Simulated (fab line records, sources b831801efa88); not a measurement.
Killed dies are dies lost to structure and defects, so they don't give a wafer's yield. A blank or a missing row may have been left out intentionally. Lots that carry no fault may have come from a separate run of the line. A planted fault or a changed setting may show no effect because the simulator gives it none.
Split-lot trial -- flow sky130 -- 23 wafers read from 5 lots, route of 708 steps

== THE SPLIT ITSELF ==
At SKY_CAP2M_METAL_ETCH_13 (etches TiN in Cl2/BCl3, stops on SiO2, target depth 220 nm, time 62.9 s), the setting icp_w was moved away from the recipe's 900 W on 10 of the 23 wafers read, by -10.8% to +11.8%. For the rest of the wafers, this setting stayed at what the recipe calls for.

The split's own step is where the reading is taken.

== THE READING ==
NOVOLAK_of_CAP2M_COAT_07.thk_nm (the simulator's own value, which no gauge read), in nm, at SKY_CAP2M_METAL_ETCH_13 (etches TiN in Cl2/BCl3, stops on SiO2, target depth 220 nm, time 62.9 s). No usual value for it is given in the file. Average 996.1 nm, standard deviation 1.7 nm, over the 13 wafers here run with the recipe.

wafer,"tool, chamber at the split","icp_w as run, W",against the recipe,"NOVOLAK_of_CAP2M_COAT_07.thk_nm, nm",against lot-mates on the recipe
L077.2,"rie_metal-04, 1",852.9,-5.2%,1009,+13.5
L077.3,"rie_metal-04, 0",900,recipe,996,-
L077.4,"rie_metal-04, 1",852.9,-5.2%,997.3,+1.8
L077.5,"rie_metal-04, 1",900,recipe,993.7,-
L077.6,"rie_metal-04, 0",900,recipe,996.9,-
L078.1,"rie_metal-03, 1",900,recipe,996.9,-
L078.2,"rie_metal-03, 0",900,recipe,999.3,-
L078.3,"rie_metal-03, 1",1006,+11.8%,982.8,-15.1
L078.4,"rie_metal-03, 0",900,recipe,997.6,-
L078.5,"rie_metal-03, 1",1006,+11.8%,980.6,-17.3
L080.1,"rie_metal-03, 0",937.8,+4.2%,990.1,-7.3
L080.2,"rie_metal-03, 1",937.8,+4.2%,992.5,-4.9
L080.4,"rie_metal-03, 1",900,recipe,997.1,-
L080.5,"rie_metal-03, 1",937.8,+4.2%,992.4,-5.0
L080.6,"rie_metal-03, 0",900,recipe,997.7,-
L081.1,"rie_metal-01, 0",900,recipe,993.3,-
L081.2,"rie_metal-01, 1",802.6,-10.8%,1001,+6.8
L081.3,"rie_metal-01, 1",802.6,-10.8%,1007,+12.8
L081.5,"rie_metal-01, 0",900,recipe,995.1,-
L081.6,"rie_metal-01, 1",802.6,-10.8%,1005,+10.8
L082.1,"rie_metal-04, 1",900,recipe,994.4,-
L082.4,"rie_metal-04, 0",900,recipe,996.8,-
L082.5,"rie_metal-04, 0",900,recipe,994.5,-

THE FIT
A straight line over all 23 wafers: NOVOLAK_of_CAP2M_COAT_07.thk_nm changes by -1 nm for each +1% of icp_w; r = -0.90; the points scatter about the line by 2.8 nm.
The same after taking each lot's own level away (the mean of its wafers on the recipe; 23 wafers): -1.18 nm for each +1%; r = -0.94; scatter 2.6 nm.
The reading moves by 14 nm for the largest change in icp_w, on that fit.
Measured against the standard deviation above, the lots' own levels, which go from 994.20 to 997.93 nm, span 2.2 times it.
Thus the slope moves with the lot-to-lot level: the two fits are different.
Check: with one of the wafers moved furthest among these (+11.8%) left out of the fit, the line predicts -14.1 nm for it against its lot-mates. Against them it came out at -15.1 nm.

== THE WHOLE CHAIN: every reading that the file lists as answering this split, in the file's order ==
step,what it does,reading,change (the file's fit),r (the file's)
SKY_CAP2M_METAL_ETCH_13,"etches TiN in Cl2/BCl3, stops on SiO2, target depth 220 nm, time 62.9 s","NOVOLAK_of_CAP2M_COAT_07.thk_nm (the simulator's own value, which no gauge read)",-1.2 nm for each +1% of the setting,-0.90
SKY_CAP2M_STRIP_14,strips in O2/N2,strip_time_to_endpoint_s,withheld for each +1% of the setting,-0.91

== FILE'S OWN FIT ==
NOVOLAK_of_CAP2M_COAT_07.thk_nm changes by -1.2 nm for each +1% of icp_w, r = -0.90.
